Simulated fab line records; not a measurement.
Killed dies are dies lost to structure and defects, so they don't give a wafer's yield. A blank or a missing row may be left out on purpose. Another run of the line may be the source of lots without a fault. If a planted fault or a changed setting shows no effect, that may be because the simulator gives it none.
Comparing a struck lot with a sound one || flow sky130 || 14 steps out of a route of 708
Sound: wafers L293.4, L293.5, L293.6. The struck wafers were L283.2, L283.4, L283.6. Last of all comes the cause.
Each step with rows lists, per side, the tool, then ch with its chambers, then its first start. Under that, the readings that differ: sound wafers || struck wafers || difference of the means || sigmas: that difference in standard deviations of wafers without a fault.
alike: readings with means less than 2 such deviations apart, plus words and numbers identical on both sides. not compared: withheld readings, readings lacking a value on some wafer, bounds such as >300 that could conceal the same value, and numbers that have no deviation in the record and whose values overlap.
A row with sigmas, a row that says differs or no value, or rows on one side alone: a step with any of these is where the two part. Non-overlapping numbers with no deviation appear without sigmas and do not part them. A reading that every wafer of one side lacks parts them only if that side has two wafers or more.

SKY_VIA3_CD_MEAS_12: target cd 200 nm.
  sound on cd sem-02, day 44 07:58; struck on cd sem-01, day 41 12:47
  alike: cd nm
SKY_VIA3_OVL_MEAS_13:
  sound on overlay-01, day 44 08:03; struck on overlay-01, day 41 12:53
{"reading": "VIA3_OVL (nm)", "sound": "-6 -2 -4", "struck": "9 12 9", "difference": "+14", "sigmas": "+2"}
SKY_VIA3_ETCH_14: etches BARC in N2/H2, stops on SiO2, time 45.9 s, target depth 60 nm.
  sound on rie diel-04 ch 0,2,3, day 44 08:04; struck on rie diel-01 ch 0,1, day 41 12:55
  alike: drypump motor current A, oes product au, throttle valve pct
  not compared: rf hours counter h
SKY_VIA3_ETCH_15: etches SiO2 in C4F8/O2/Ar, stops on TiN, target depth 507 nm, time 78 s.
  sound on rie diel-04 ch 0,2,3, day 44 08:07; struck on rie diel-01 ch 0,1, day 41 12:58
  alike: oes product au
SKY_VIA3_STRIP_16: strips in O2/N2.
  sound on plasma asher-03 ch 0,1, day 44 08:13; struck on plasma asher-02 ch 0,1, day 41 13:01
  alike: drypump motor current A, oes product au, strip time to endpoint s
  not compared: rf hours counter h
then, 3 steps without rows for these wafers: SKY_VIA3_STRIP_17 (strips in post etch residue remover, time 1200 s); SKY_VIA3_CLEAN_18 (cleans in IPA, time 180 s); SKY_VIA3_CLEAN_19 (cleans in O3/DIW).
SKY_VIA3_SPUTTER_20: material TiN, target thk 20 nm, time 80 s.
  sound on pvd sputter-03, day 44 08:47; struck on pvd sputter-02, day 41 14:26
  alike: chamber pressure pa, throttle valve pct
SKY_VIA3_CVD_21: deposits W, target thk 390 nm, time 117.31 s.
  sound on cvd w-02 ch 0,1, day 44 08:52; struck on cvd w-02 ch 1, day 41 14:29
  alike: heater power w
SKY_VIA3_RS_MEAS_22: a four-point-probe measurement.
  sound on film metro-04, day 44 09:01; struck on film metro-03, day 41 14:38
  alike: VIA3_W_RS
SKY_VIA3_THK_MEAS_23: measures by xrf.
  sound on film metro-04, day 44 09:06; struck on film metro-03, day 41 14:44
  alike: VIA3_W_THK
SKY_VIA3_CMP_24: polishes, stops on SiO2, t overpolish 20 s, target thk 0 nm.
  sound on cmp-02 ch 0,3, day 44 09:11; struck on cmp-01 ch 0,2, day 41 14:50
  no value came back on the struck wafers for any of 6 readings (edge zone pressure frac, head pressure psi (psi) and others); on the sound wafers edge zone pressure frac reads 0.995 0.998 1.002
{"reading": "model.W_of_VIA3_CVD_21.thk nm (nm)", "sound": "0 0 0", "struck": "388.9 390.6 385.6", "difference": "+388.4", "sigmas": ""}
{"reading": "model.SiO2_of_VIA3_HDPCVD_00.thk nm (nm)", "sound": "462 460 458.7", "struck": "467.3 464.1 463.4", "difference": "+4.7", "sigmas": ""}
SKY_PAD_OPEN_PROBE_99:
  sound wafers here have rows in the record (prober-01, day 49 15:56); struck ones have none

== WHERE THEY PART ==
First at SKY_VIA3_OVL_MEAS_13; last, within this record, at SKY_PAD_OPEN_PROBE_99.

WHY: the cause the simulator had injected
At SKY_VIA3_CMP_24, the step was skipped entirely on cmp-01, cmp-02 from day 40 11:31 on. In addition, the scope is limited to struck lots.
